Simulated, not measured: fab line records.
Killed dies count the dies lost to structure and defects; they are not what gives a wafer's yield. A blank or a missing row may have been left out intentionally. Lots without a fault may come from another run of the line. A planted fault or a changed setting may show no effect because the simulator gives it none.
Which tool did it? ; flow gf180mcu ; 12 lots, 36 wafers sampled, at 7 steps of a route of 602

== WHAT THE GAUGES SHOWED, per wafer ==
GF_POLY_GATE_THK_MEAS_01. Usual: for POLY_GATE_CVD_00_THK the level is 200.2 nm and the standard deviation is 1.5.
lot;measured;on;POLY_GATE_CVD_00_THK (nm);flag
L516;day 8 12:38;film-metro-01;199.4 200.1 198.6;
L518;day 9 09:33;film-metro-01;202.1 200.6 203.0;
L520;day 9 13:37;film-metro-04;197.4 199.2 197.8;
L523;day 10 12:41;film-metro-04;197.7 200.8 199.8;
L524;day 10 18:36;film-metro-04;197.6 198.7 199.0;
L526;day 11 12:10;film-metro-01;200.2 201.1 201.1;
L532;day 13 03:04;film-metro-04;200.0 200.3 200.7;
L533;day 13 08:36;film-metro-03;200.8 200.2 200.2;
L534;day 13 15:07;film-metro-03;199.8 199.1 197.8;
L537;day 14 11:43;film-metro-03;200.7 198.7 199.5;
L538;day 14 21:35;film-metro-01;198.7 200.6 199.7;
L539;day 15 00:31;film-metro-03;196.7 196.7 198.1;

GF_HV_LDD_OVL_MEAS_08. Usual: for HV_LDD_OVL the level is -0.6 nm and the standard deviation is 1.6.
lot;measured;on;HV_LDD_OVL (nm);flag
L516;day 10 00:49;overlay-02;-1.6 -2.4 -1.7;
L518;day 11 00:38;overlay-02;-0.6 -0.5 -1.2;
L520;day 11 03:13;overlay-01;-2.7 -3.4 -3.0;
L523;day 12 04:03;overlay-02;-0.7 -1.6 -1.2;
L524;day 12 09:29;overlay-02;-1.5 0.9 -0.2;
L526;day 13 05:08;overlay-02;0.1 0.7 0.5;
L532;day 14 22:59;overlay-01;1.3 1.4 2.3;
L533;day 15 04:13;overlay-01;-0.5 0.7 -1.4;
L534;day 15 10:26;overlay-01;-0.5 0.8 -0.1;
L537;day 16 12:32;overlay-02;0.2 0.4 -2.4;
L538;day 16 20:13;overlay-02;-2.3 -2.6 -4.2;
L539;day 16 22:57;overlay-02;-1.9 0.6 -1.7;

GF_HV_LDD_CD_MEAS_19: target cd 400 nm. Usual: cd-nm at 399.8 nm, with a standard deviation of 2.4.
lot;measured;on;cd-nm (nm);flag
L516;day 10 19:31;cd-sem-01;399.1 398.1 402.4;
L518;day 11 19:01;cd-sem-01;399.6 396.4 398.4;
L520;day 11 22:18;cd-sem-02;402.9 398.9 399.4;
L523;day 12 23:35;cd-sem-02;401.8 399.9 400.9;
L524;day 13 05:06;cd-sem-02;402.7 398.9 402.9;
L526;day 14 01:11;cd-sem-01;396.8 395.4 398.2;
L532;day 15 21:11;cd-sem-01;404.4 404.9 -;
L533;day 16 02:08;cd-sem-02;400.2 - -;
L534;day 16 08:34;cd-sem-02;403.2 403.2 403.7;
L537;day 17 11:20;cd-sem-02;397.9 401.2 398.1;
L538;day 17 19:48;cd-sem-02;400.7 401.9 404.3;
L539;day 17 22:14;cd-sem-01;403.1 401.9 402.2;

GF_HV_LDD_OVL_MEAS_20. Usual: for HV_LDD_01_OVL the level is 1.7 nm and the standard deviation is 1.5.
lot;measured;on;HV_LDD_01_OVL (nm);flag
L516;day 10 19:36;overlay-01;-0.3 -0.2 -1.6;
L518;day 11 19:07;overlay-01;2.0 1.7 1.6;
L520;day 11 22:24;overlay-01;1.3 1.5 1.7;
L523;day 12 23:42;overlay-02;1.3 0.6 0.0;
L524;day 13 05:12;overlay-02;0.8 0.7 0.2;
L526;day 14 01:17;overlay-02;2.8 3.3 3.7;
L532;day 15 21:18;overlay-01;0.5 1.8 -;
L533;day 16 02:15;overlay-01;3.1 - -;
L534;day 16 08:40;overlay-01;3.9 3.3 3.6;
L537;day 17 11:26;overlay-02;-0.5 0.7 -1.4;
L538;day 17 19:53;overlay-02;4.2 2.4 1.4;
L539;day 17 22:22;overlay-01;1.3 3.0 2.5;

GF_HV_LDD_TW_MEAS_23. Usual: for HV_LDD_2_TW the level is 1050 and the standard deviation is 6.4.
lot;measured;on;HV_LDD_2_TW;flag
L516;day 10 19:54;film-metro-04;1052 1053 1054;
L518;day 11 19:25;film-metro-02;1051 1049 1047;
L520;day 11 22:41;film-metro-03;1049 1042 1040;
L523;day 12 23:59;film-metro-04;1050 1044 1045;
L524;day 13 05:29;film-metro-03;1041 1042 1044;
L526;day 14 01:34;film-metro-03;1050 1052 1050;
L532;day 15 21:36;film-metro-03;1045 1049 30;OFF
L533;day 16 02:32;film-metro-03;1049 30 30;OFF
L534;day 16 08:58;film-metro-04;1049 1050 1056;
L537;day 17 11:44;film-metro-02;1054 1058 1056;
L538;day 17 20:11;film-metro-02;1058 1060 1060;
L539;day 17 22:39;film-metro-03;1041 1033 1034;

== EACH LOT AND THE TOOL THAT RAN IT (in order: tool; ch and the chambers of the sampled wafers; start) ==
lot;GF_DUAL_GATE_STRIP_13;GF_HV_LDD_DEVELOP_18
L516;plasma-asher-01 ch 0,1, day 8 09:36;litho-track-01 ch 0, day 10 19:23
L518;plasma-asher-02 ch 0,1, day 9 05:16;litho-track-02 ch 0, day 11 18:53
L520;plasma-asher-04 ch 0,1, day 9 10:10;litho-track-02 ch 0, day 11 22:09
L523;plasma-asher-01 ch 0,1, day 10 09:38;litho-track-02 ch 0, day 12 23:26
L524;plasma-asher-04 ch 1, day 10 14:17;litho-track-02 ch 0, day 13 04:57
L526;plasma-asher-04 ch 1, day 11 09:04;litho-track-01 ch 0, day 14 01:02
L532;plasma-asher-04 ch 0,1, day 13 00:02;litho-track-02 ch 0, day 15 21:02
L533;plasma-asher-02 ch 0,1, day 13 05:34;litho-track-02 ch 0, day 16 01:59
L534;plasma-asher-04 ch 0,1, day 13 10:47;litho-track-04 ch 0, day 16 08:25
L537;plasma-asher-02 ch 0,1, day 14 08:04;litho-track-01 ch 0, day 17 10:59
L538;plasma-asher-02 ch 0,1, day 14 18:13;litho-track-01 ch 0, day 17 19:40
L539;plasma-asher-01 ch 0,1, day 14 20:44;litho-track-04 ch 0, day 17 22:05
- GF_DUAL_GATE_STRIP_13: strips in O2/N2.
- GF_HV_LDD_DEVELOP_18: develop time 60 s.

== WHAT THE TOOLS THEMSELVES READ (means of the sampled wafers that have a number; where no wafer has one, the mark that the record gives instead) ==
GF_DUAL_GATE_STRIP_13. Usual: drypump-motor-current-A 5.8 A, standard deviation 0.48; heater-power-w 336 W, standard deviation 33; oes-product-au 0.716 a.u., standard deviation 0.0048; strip-time-to-endpoint-s 12.62 s, standard deviation 0.036.
lot;tool;drypump-motor-current-A (A);heater-power-w (W);oes-product-au (a.u.);strip-time-to-endpoint-s (s);flag
L516;plasma-asher-01;6.0;351;0.719;12.60;
L518;plasma-asher-02;6.0;335;0.718;12.59;
L520;plasma-asher-04;5.4;335;0.716;12.64;
L523;plasma-asher-01;6.0;347;0.708;12.68;
L524;plasma-asher-04;5.5;323;0.712;12.66;
L526;plasma-asher-04;5.5;323;0.712;12.66;
L532;plasma-asher-04;5.5;336;0.713;12.61;
L533;plasma-asher-02;6.0;337;0.719;12.60;
L534;plasma-asher-04;5.4;345;0.711;12.67;
L537;plasma-asher-02;6.0;334;0.717;12.60;
L538;plasma-asher-02;6.0;339;0.713;12.64;
L539;plasma-asher-01;6.0;350;0.718;12.62;

== THE ANSWER, worked out from the rows above alone ==
Rule: a lot is off if the mean of its wafers that have a number lies more than 3 standard deviations from the usual mean. A lot without any number at a reading at which 4 lots or more have one is off too. Where the step has rows for the other lots, those lots are counted as sound. The gauges are gone through in route order, then the tools' own readings, and for those a lot's mean is taken as printed above. The first step at which some lot is off is used, and at that step the reading that is off furthest; a lot without a number counts as furthest.
Off: at GF_HV_LDD_TW_MEAS_23 (HV_LDD_2_TW), L532, L533.
A tool fits if, at a process step before that reading, it ran every lot that is off, and no sound lot after the first of them. The gauges at GF_HV_LDD_TW_MEAS_23 are tried like those tools. One fits: GF_HV_LDD_DEVELOP_18 on litho-track-02. A fault onset in the window from L524 (day 13 04:57, its last sound lot) to L532 (day 15 21:02, its first lot off) fits.

== WHAT THE SIMULATOR HAD INSERTED ==
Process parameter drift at GF_HV_LDD_DEVELOP_18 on litho-track-02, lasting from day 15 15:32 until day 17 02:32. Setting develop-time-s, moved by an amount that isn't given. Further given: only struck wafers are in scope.
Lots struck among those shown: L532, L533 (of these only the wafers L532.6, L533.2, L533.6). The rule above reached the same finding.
